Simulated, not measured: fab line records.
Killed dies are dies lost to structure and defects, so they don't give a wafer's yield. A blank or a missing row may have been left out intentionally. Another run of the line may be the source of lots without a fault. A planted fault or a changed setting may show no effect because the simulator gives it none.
A struck lot beside a sound one + flow gf180mcu + 14 out of 602 route steps
Sound: the wafers L511.1, L511.2, L511.6. The struck wafers were L519.1, L519.3, L519.5. Last of all comes the cause.
At each step with rows: each side's tool, then ch and its chambers, then its first start. Under that, the readings that differ: sound wafers + struck wafers + difference of the means + sigmas: that difference in standard deviations of wafers without a fault.
alike: readings with means less than 2 such deviations apart, plus words and numbers identical on both sides. not compared: withheld readings, readings lacking a value on some wafer, bounds such as >300 that could conceal the same value, and numbers that have no deviation in the record and whose values overlap.
The two part at a step that has a row with sigmas, a row that says differs or no value, or rows on one side only. Non-overlapping numbers with no deviation appear without sigmas and do not part them. A reading that every wafer of one side lacks parts them only if that side has two wafers or more.

first, 3 steps without rows for these wafers: GF_HV_LDD_EXPOSE_16 (exposes mask Pplus LV AREA, target cd 400 nm); GF_HV_LDD_PEB_17; GF_HV_LDD_DEVELOP_18 (develop time 60 s).
GF_HV_LDD_CD_MEAS_19: the cd target is 400 nm.
  sound on cd sem-02 at day 11 17:28; struck on cd sem-02 at day 14 11:07
  alike: cd nm
GF_HV_LDD_OVL_MEAS_20:
  sound on overlay-02 at day 11 17:35; struck on overlay-02 at day 14 11:14
  alike: HV_LDD_01_OVL
after that, 1 step had no rows for these wafers: GF_HV_LDD_IMPLANT_21.
GF_HV_LDD_STRIP_22: strips in O2/N2.
  sound on plasma asher-01 ch 0,1, day 11 17:46; struck on plasma asher-01 ch 0,1, day 14 11:26
  alike: drypump motor current A, heater power w, oes product au, strip time to endpoint s
  not compared: rf hours counter h
GF_HV_LDD_TW_MEAS_23:
  sound on film metro-02 at day 11 17:52; struck on film metro-03 at day 14 11:32
  alike: HV_LDD_2_TW
then, 4 steps without rows for these wafers: GF_HV_LDD_DEHYDRATE_24 (time 60 s); GF_HV_LDD_HMDS_25 (prime time 60 s); GF_HV_LDD_COAT_26 (resist thk 1000 nm); GF_HV_LDD_SOFTBAKE_27 (time 60 s).
GF_HV_LDD_EXPOSE_28: exposes mask Nplus HV AREA, target cd 400 nm.
  struck on iline stepper-02, day 14 21:09; sound on iline stepper-01 ch 0, day 12 03:29
  no value came back on the struck wafers for exposure dose mJ cm2, focus offset nm (nm), reticle temp C (C); on the sound wafers exposure dose mJ cm2 reads 139.74 140.03 140.11
| reading                        | sound                   | struck                     | difference | sigmas |
|--------------------------------|-------------------------|----------------------------|------------|--------|
| model.HV_LDD.overlay x nm (nm) | -2.54 -2.54 -2.54       | -0.01496 -0.01496 -0.01496 | +2.52504   |        |
| model.HV_LDD.overlay y nm (nm) | -0.4386 -0.4386 -0.4386 | 4.319 4.319 4.319          | +4.758     |        |
  alike: mask
after that, 1 step had no rows for these wafers: GF_HV_LDD_PEB_29.

== WHERE THEY PART ==
Only at GF_HV_LDD_EXPOSE_28, as far as this record shows.

WHY: what had been put in by the simulator
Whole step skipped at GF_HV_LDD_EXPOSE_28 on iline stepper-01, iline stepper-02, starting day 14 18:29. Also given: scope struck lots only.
